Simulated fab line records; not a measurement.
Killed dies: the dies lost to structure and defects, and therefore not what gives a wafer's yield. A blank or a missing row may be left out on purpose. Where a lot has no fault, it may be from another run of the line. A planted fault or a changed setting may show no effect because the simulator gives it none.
Matching of chambers + flow sfqLine + 4 sister chambers for SFQ_TRILAYER_I7_VIA_ETCH_VIA_ETCH_190 on rieDiel-04
The step etches SiO2 in CHF3, stops on Nb, target depth 260 nm. 4 wafers are shown with their chamber, then 7 later ones without.

## WAFERS PAIRED WITH THEIR CHAMBERS
| wafer  | chamber | drypumpMotorCurrentA (A) |
|--------|---------|--------------------------|
| L282.1 | 3       | 5.4                      |
| L290.6 | 0       | 5.8                      |
| L292.2 | 2       | 5.2                      |
| L292.3 | 1       | 5.9                      |

## WAFERS WHOSE CHAMBER IS MISSING
| wafer  | drypumpMotorCurrentA (A) |
|--------|--------------------------|
| L292.4 | 5.4                      |
| L297.2 | 5.9                      |
| L297.4 | 5.4                      |
| L297.6 | 6.0                      |
| L303.2 | 5.9                      |
| L303.3 | 5.4                      |
| L303.6 | 5.4                      |

## THE CHAMBER EACH PASSED THROUGH
| wafer  | from the rows above | in truth                   |
|--------|---------------------|----------------------------|
| L292.4 | 3                   | 3                          |
| L297.2 | 1                   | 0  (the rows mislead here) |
| L297.4 | 3                   | 3                          |
| L297.6 | 1                   | 1                          |
| L303.2 | 1                   | 1                          |
| L303.3 | 3                   | 3                          |
| L303.6 | 3                   | 3                          |
Correctly placed: 6 of 7. From these rows, 0 cannot be placed. Number placed wrongly: 1.
How it was worked out, from the rows above alone: a wafer's distance from a chamber is the root of the sum, over the readings, of the square of ((its reading less the chamber's mean) divided by the reading's scatter). If the next closest chamber is less than 2 further off than the closest, the wafer can't be placed; otherwise it belongs to the closest. For every chamber, the mean is computed from those of its wafers that are shown. The scatter: root of mean squared gap, hidden wafer to nearest shown wafer, with one shown wafer a chamber.
